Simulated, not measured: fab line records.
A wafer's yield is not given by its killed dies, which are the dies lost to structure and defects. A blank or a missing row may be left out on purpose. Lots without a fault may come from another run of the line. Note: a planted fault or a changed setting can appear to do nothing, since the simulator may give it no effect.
Split-lot experiment :: flow sfq-line :: 5 lots, 23 wafers read, on a route of 325 steps

## THE SPLIT ITSELF
At SFQ_TRILAYER_I3_CMP_CMP_082 (polishes SiO2), the setting leave-above-ref-nm was moved away from the recipe's 200 nm on 5 of the 23 wafers read, by +3.2% to +5.9%. For the rest of the wafers, this setting stayed at what the recipe calls for.

## FROM THE SPLIT TO THE READING: what the file shows between them, 6 steps
- SFQ_TRILAYER_I3_METRO_MEASURE_083
- SFQ_TRILAYER_I3_VIA_LITHO_COAT_090: resist thk 62 nm (also split here: spin-rpm)
- SFQ_TRILAYER_I3_VIA_LITHO_COAT_085: resist thk 657.7 nm
- SFQ_TRILAYER_I3_VIA_LITHO_SOFTBAKE_089
- SFQ_TRILAYER_I3_VIA_LITHO_DEVELOP_087: time 60 s
- SFQ_TRILAYER_I3_VIA_BARC_OPEN_VIA_ETCH_121: etches BARC in O2, target depth 125 nm, time 41.7 s

## THE READING
oes-product-au, in a.u., at SFQ_TRILAYER_I3_VIA_ETCH_VIA_ETCH_088 (etches SiO2 in CHF3, stops on Nb, target depth 260 nm). Fault-free wafers of this fab line usually give 0.855 a.u., standard deviation 0.0055 a.u.

wafer: L076.2
tool, chamber at the split: cmp-01, 2,0
leave-above-ref-nm as run, nm: 206.5
against the recipe: +3.2%
oes-product-au, a.u.: 0.874
against lot-mates on the recipe: +0.019

wafer: L076.3
tool, chamber at the split: cmp-01, 0
leave-above-ref-nm as run, nm: 200
against the recipe: recipe
oes-product-au, a.u.: 0.851
against lot-mates on the recipe: -

wafer: L076.4
tool, chamber at the split: cmp-01, 1
leave-above-ref-nm as run, nm: 200
against the recipe: recipe
oes-product-au, a.u.: 0.852
against lot-mates on the recipe: -

wafer: L076.5
tool, chamber at the split: cmp-01, 3
leave-above-ref-nm as run, nm: 200
against the recipe: recipe
oes-product-au, a.u.: 0.861
against lot-mates on the recipe: -

wafer: L076.6
tool, chamber at the split: cmp-01, 2,0
leave-above-ref-nm as run, nm: 206.5
against the recipe: +3.2%
oes-product-au, a.u.: 0.861
against lot-mates on the recipe: +0.006

wafer: L077.1
tool, chamber at the split: cmp-01, 1
leave-above-ref-nm as run, nm: 200
against the recipe: recipe
oes-product-au, a.u.: 0.857
against lot-mates on the recipe: -

wafer: L077.2
tool, chamber at the split: cmp-01, 3
leave-above-ref-nm as run, nm: 200
against the recipe: recipe
oes-product-au, a.u.: 0.853
against lot-mates on the recipe: -

wafer: L077.3
tool, chamber at the split: cmp-01, 2
leave-above-ref-nm as run, nm: 200
against the recipe: recipe
oes-product-au, a.u.: 0.861
against lot-mates on the recipe: -

wafer: L077.4
tool, chamber at the split: cmp-01, 0
leave-above-ref-nm as run, nm: 200
against the recipe: recipe
oes-product-au, a.u.: 0.856
against lot-mates on the recipe: -

wafer: L077.6
tool, chamber at the split: cmp-01, 3
leave-above-ref-nm as run, nm: 200
against the recipe: recipe
oes-product-au, a.u.: 0.850
against lot-mates on the recipe: -

wafer: L079.2
tool, chamber at the split: cmp-02, 2
leave-above-ref-nm as run, nm: 200
against the recipe: recipe
oes-product-au, a.u.: 0.856
against lot-mates on the recipe: -

wafer: L079.4
tool, chamber at the split: cmp-02, 0
leave-above-ref-nm as run, nm: 200
against the recipe: recipe
oes-product-au, a.u.: 0.866
against lot-mates on the recipe: -

wafer: L079.6
tool, chamber at the split: cmp-02, 0
leave-above-ref-nm as run, nm: 200
against the recipe: recipe
oes-product-au, a.u.: 0.859
against lot-mates on the recipe: -

wafer: L082.1
tool, chamber at the split: cmp-02, 0
leave-above-ref-nm as run, nm: 200
against the recipe: recipe
oes-product-au, a.u.: 0.857
against lot-mates on the recipe: -

wafer: L082.3
tool, chamber at the split: cmp-02, 3
leave-above-ref-nm as run, nm: 211.8
against the recipe: +5.9%
oes-product-au, a.u.: 0.883
against lot-mates on the recipe: +0.027

wafer: L082.4
tool, chamber at the split: cmp-02, 2
leave-above-ref-nm as run, nm: 211.8
against the recipe: +5.9%
oes-product-au, a.u.: 0.888
against lot-mates on the recipe: +0.032

wafer: L082.5
tool, chamber at the split: cmp-02, 1
leave-above-ref-nm as run, nm: 200
against the recipe: recipe
oes-product-au, a.u.: 0.855
against lot-mates on the recipe: -

wafer: L082.6
tool, chamber at the split: cmp-02, 2
leave-above-ref-nm as run, nm: 211.8
against the recipe: +5.9%
oes-product-au, a.u.: 0.888
against lot-mates on the recipe: +0.032

wafer: L084.1
tool, chamber at the split: cmp-01, 3
leave-above-ref-nm as run, nm: 200
against the recipe: recipe
oes-product-au, a.u.: 0.856
against lot-mates on the recipe: -

wafer: L084.2
tool, chamber at the split: cmp-01, 1
leave-above-ref-nm as run, nm: 200
against the recipe: recipe
oes-product-au, a.u.: 0.862
against lot-mates on the recipe: -

wafer: L084.3
tool, chamber at the split: cmp-01, 0
leave-above-ref-nm as run, nm: 200
against the recipe: recipe
oes-product-au, a.u.: 0.849
against lot-mates on the recipe: -

wafer: L084.4
tool, chamber at the split: cmp-01, 2
leave-above-ref-nm as run, nm: 200
against the recipe: recipe
oes-product-au, a.u.: 0.851
against lot-mates on the recipe: -

wafer: L084.5
tool, chamber at the split: cmp-01, 3
leave-above-ref-nm as run, nm: 200
against the recipe: recipe
oes-product-au, a.u.: 0.858
against lot-mates on the recipe: -
The file does not say which wafer passed through which chamber wherever a row lists several chambers: such a row stands for several wafers.

THE FIT
A straight line over all 23 wafers: oes-product-au changes by +0.00489 a.u. for each +1% of leave-above-ref-nm; r = +0.91; the points scatter about the line by 0.0049 a.u.
The same after taking each lot's own level away (the mean of its wafers on the recipe; 23 wafers): +0.00497 a.u. for each +1%; r = +0.92; scatter 0.0045 a.u.
On that fit, the largest move of leave-above-ref-nm shifts the reading by 0.029 a.u.
From 0.8547 to 0.8603 a.u.: that is the span of the lots' own levels, equal to 1.0 times the standard deviation above.
The two slopes agree, so the slope changes little with the lot-to-lot level.
Check: for one of the wafers moved furthest among these (+5.9%), held out of the fit, the line's prediction against its lot-mates is +0.03 a.u. Against them it came out at +0.027 a.u.

## THESE WAFERS: OTHER SPLITS
Note: prior to the reading, these wafers also went through further splits. Each is held against what the fit with the lots' levels taken away leaves over:
other split on the same wafers: SFQ_TRILAYER_I2_CMP_CMP_064 leave-above-ref-nm
wafers away from the commonest value: 10
r with oes-product-au (lot level and that fit taken away): -0.32

other split on the same wafers: SFQ_TRILAYER_I2_VIA_LITHO_EXPOSE_068 dose-mj
wafers away from the commonest value: 11
r with oes-product-au (lot level and that fit taken away): +0.11

other split on the same wafers: SFQ_TRILAYER_I2_VIA_BARC_OPEN_VIA_ETCH_096 bias-w
wafers away from the commonest value: 7
r with oes-product-au (lot level and that fit taken away): -0.07

other split on the same wafers: SFQ_TRILAYER_M3_ETCH_METAL_ETCH_078 icp-w
wafers away from the commonest value: 10
r with oes-product-au (lot level and that fit taken away): +0.19

other split on the same wafers: SFQ_TRILAYER_I3_VIA_LITHO_COAT_090 spin-rpm
wafers away from the commonest value: 7
r with oes-product-au (lot level and that fit taken away): +0.44

## THE WHOLE CHAIN: every reading that the file lists as answering this split, in the file's order
step: SFQ_TRILAYER_I3_CMP_CMP_082
what it does: polishes SiO2
reading: SiO2_of_TRILAYER_I3_DEP_PECVD_081.thk-nm (the simulator's own value, which no gauge read)
change (the file's fit): +1.96 nm for each +1% of the setting
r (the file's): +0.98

step: SFQ_TRILAYER_I3_METRO_MEASURE_083
what it does: 
reading: thk-nm
change (the file's fit): +1.97 nm for each +1% of the setting
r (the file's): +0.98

step: SFQ_TRILAYER_I3_VIA_ETCH_VIA_ETCH_088
what it does: etches SiO2 in CHF3, stops on Nb, target depth 260 nm
reading: oes-product-au
change (the file's fit): +0.00485 a.u. for each +1% of the setting
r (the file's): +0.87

step: SFQ_TRILAYER_I3_VIA_ETCH_VIA_ETCH_088
what it does: etches SiO2 in CHF3, stops on Nb, target depth 260 nm
reading: etch.depth-nm (the simulator's own value, which no gauge read)
change (the file's fit): +1.95 nm for each +1% of the setting
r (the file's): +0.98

step: SFQ_TRILAYER_I3_VIA_ETCH_VIA_ETCH_088
what it does: etches SiO2 in CHF3, stops on Nb, target depth 260 nm
reading: I3.feature-depth-nm (the simulator's own value, which no gauge read)
change (the file's fit): +1.96 nm for each +1% of the setting
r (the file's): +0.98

## FILE'S OWN FIT
oes-product-au changes by +0.00485 a.u. for each +1% of leave-above-ref-nm, r = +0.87.
